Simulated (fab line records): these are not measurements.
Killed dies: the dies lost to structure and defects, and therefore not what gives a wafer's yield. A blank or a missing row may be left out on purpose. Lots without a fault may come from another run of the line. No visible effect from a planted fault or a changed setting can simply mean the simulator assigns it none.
The same fault as seen by 2 desks / flow gf180mcu / every desk sees just its own numbers, and what lay behind them comes last

== AT THE TOOL OWNER'S DESK: implanter-01 ==
The tool's own readings at GF_VT_IMPLANT_IMPLANT_08: means of the sampled wafers that have a number, for each lot that ran on this tool. The brackets show how far a lot's mean lies from the usual mean; more than 4 standard deviations puts the lot out of limits, marked OUT.
Columns: A = dose ions cm2 at GF_VT_IMPLANT_IMPLANT_08, usual 8.29e+12; B = faraday current uA at GF_VT_IMPLANT_IMPLANT_08, usual 46.8
lot=L114; first seen here=day 5 23:05; A=8.29e+12; B=46.9
lot=L115; first seen here=day 6 04:09; A=8.30e+12; B=47.0
lot=L116; first seen here=day 6 11:05; A=8.28e+12; B=47.3
lot=L119; first seen here=day 7 10:01; A=8.28e+12; B=46.6
lot=L121; first seen here=day 7 20:19; A=8.30e+12; B=46.7
lot=L126; first seen here=day 8 23:16; A=1.60e+13 (+99 or more) OUT; B=89.5 (+45) OUT
lot=L129; first seen here=day 9 20:07; A=1.60e+13 (+99 or more) OUT; B=90.8 (+46) OUT
This desk finds L126, L129 out of limits, L126 being first, at day 8 23:16 (dose ions cm2 at GF_VT_IMPLANT_IMPLANT_08). In limits: L114, L115, L116, L119, L121.

== AT THE METROLOGY DESK ==
Means of the sampled wafers that have a number, per lot and without regard to the tool the lot ran on: this is what the gauges read. The brackets show how far a lot's mean lies from the usual mean; more than 4 standard deviations puts the lot out of limits, marked OUT.
Columns: A = VT_IMPLANT_TW at GF_VT_IMPLANT_TW_MEAS_10, usual 564
lot=L113; first seen here=day 5 17:52; A=566
lot=L114; first seen here=day 5 23:19; A=569
lot=L115; first seen here=day 6 04:21; A=563
lot=L116; first seen here=day 6 11:20; A=564
lot=L117; first seen here=day 6 21:49; A=561
lot=L119; first seen here=day 7 10:14; A=565
lot=L121; first seen here=day 7 20:34; A=562
lot=L124; first seen here=day 8 13:23; A=569
lot=L126; first seen here=day 8 23:31; A=685 (+31) OUT
lot=L128; first seen here=day 9 13:44; A=571
lot=L129; first seen here=day 9 20:22; A=689 (+32) OUT
lot=L135; first seen here=day 11 08:59; A=564
lot=L136; first seen here=day 11 13:20; A=564
This desk's finding: out of limits on L126, L129; first on L126, day 8 23:31 (VT_IMPLANT_TW at GF_VT_IMPLANT_TW_MEAS_10). In limits: L113, L114, L115, L116, L117, L119, L121, L124, L128, L135, L136.

== ALL TOGETHER ==
At day 8 23:16, on L126, L129, the tool owner's desk was in a position to raise an alarm.
On L126, L129, the metrology desk was in a position to raise an alarm at day 8 23:31.
The lots listed all ran GF_VT_IMPLANT_IMPLANT_08 on implanter-01.

== WHAT THE SIMULATOR PUT IN ==
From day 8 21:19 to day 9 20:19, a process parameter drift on implanter-01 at GF_VT_IMPLANT_IMPLANT_08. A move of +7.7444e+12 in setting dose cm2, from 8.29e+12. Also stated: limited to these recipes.
Lots struck among those shown: L126, L129.
Time in hours from fault onset to the first out-of-limits reading at each desk: tool owner's desk 2, metrology desk 2.
